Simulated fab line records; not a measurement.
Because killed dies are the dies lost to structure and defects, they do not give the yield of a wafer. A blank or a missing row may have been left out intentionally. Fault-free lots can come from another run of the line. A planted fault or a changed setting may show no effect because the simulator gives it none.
A struck lot beside a sound one -- flow sky130 -- 14 out of 708 route steps
Sound: wafers L492.2, L492.4, L492.6. Wafers struck: L487.2, L487.4, L487.5. The cause is named last.
Order at every step that has rows: each side's tool, ch and its chambers, its first start. Under that, the readings that differ: sound wafers -- struck wafers -- difference of the means -- sigmas: that difference in standard deviations of wafers without a fault.
alike: readings with means less than 2 such deviations apart, plus words and numbers identical on both sides. not compared: withheld readings, readings lacking a value on some wafer, bounds such as >300 that could conceal the same value, and numbers that have no deviation in the record and whose values overlap.
A row with sigmas, a row that says differs or no value, or rows on one side alone: a step with any of these is where the two part. Non-overlapping numbers with no deviation appear without sigmas and do not part them. A reading that every wafer of one side lacks parts them only if that side has two wafers or more.

SKY_VIA4_STRIP_13: strips in O2/N2.
  sound on plasma_asher-01 ch 0,1, day 47 20:40; struck on plasma_asher-04 ch 0,1, day 46 18:25
  alike: drypump_motor_current_A, oes_product_au, strip_time_to_endpoint_s
  not compared: rf_hours_counter_h
then, 3 steps without rows for these wafers: SKY_VIA4_STRIP_14 (strips in post etch residue remover, time 1200 s); SKY_VIA4_CLEAN_15 (cleans in IPA, time 180 s); SKY_VIA4_CLEAN_16 (cleans in O3/DIW).
SKY_VIA4_SPUTTER_17: material TiN, target thk 20 nm, time 80 s.
  struck on pvd_sputter-01, day 46 19:00; sound on pvd_sputter-01, day 47 21:15
  alike: cathode_dc_power_W, chamber_pressure_pa, throttle_valve_pct
then, 1 step without rows for these wafers: SKY_VIA4_CVD_18 (deposits W, target thk 505 nm, time 152.14 s).
SKY_VIA4_RS_MEAS_19: the measuring method here is four-point-probe.
  struck on film_metro-04, day 46 19:14; sound on film_metro-02, day 47 21:29
  alike: VIA4_W_RS
SKY_VIA4_THK_MEAS_20: measures by xrf.
  struck on film_metro-04, day 46 19:21; sound on film_metro-02, day 47 21:36
  alike: VIA4_W_THK
SKY_VIA4_CMP_21: polishes, stops on SiO2, t overpolish 25 s, target thk 0 nm.
  sound on cmp-01 ch 0,2,3, day 47 21:54; struck on cmp-02 ch 0,1,3, day 46 19:27
  alike: head_pressure_psi, motor_current_A, overpolish_run_s, platen_rpm, time_to_endpoint_s
then, 2 steps without rows for these wafers: SKY_METAL5_SPUTTER_00 (material Ti, target thk 15 nm, time 10 s); SKY_METAL5_SPUTTER_01 (material TiN, target thk 20 nm, time 16.7 s).
SKY_METAL5_SPUTTER_02: material AlCu, target thk 1150 nm, time 61.2 s.
  struck on pvd_sputter-04, day 46 19:44; sound on pvd_sputter-02, day 47 22:15
  alike: cathode_dc_power_W, chamber_pressure_pa, throttle_valve_pct
SKY_METAL5_SPUTTER_03: material Ti, target thk 5 nm, time 3.3 s.
  struck on pvd_sputter-04, day 46 19:47; sound on pvd_sputter-02, day 47 22:18
  no value came back on the struck wafers for cathode_dc_power_W (W), chamber_pressure_pa (Pa), throttle_valve_pct (%); on the sound wafers cathode_dc_power_W (W) reads 3000.8 2999.7 2999.7
SKY_METAL5_SPUTTER_04: material TiN, target thk 70 nm, time 58.3 s.
  struck on pvd_sputter-04, day 46 19:49; sound on pvd_sputter-02, day 47 22:19
reading,sound,struck,difference,sigmas
chamber_pressure_pa (Pa),0.4004 0.4022 0.4009,0.3985 0.3996 0.3994,-0.0020,-2
  alike: cathode_dc_power_W, throttle_valve_pct

== WHERE THEY PART ==
First at SKY_METAL5_SPUTTER_03; last, within this record, at SKY_METAL5_SPUTTER_04.

WHY: what the simulator had put in
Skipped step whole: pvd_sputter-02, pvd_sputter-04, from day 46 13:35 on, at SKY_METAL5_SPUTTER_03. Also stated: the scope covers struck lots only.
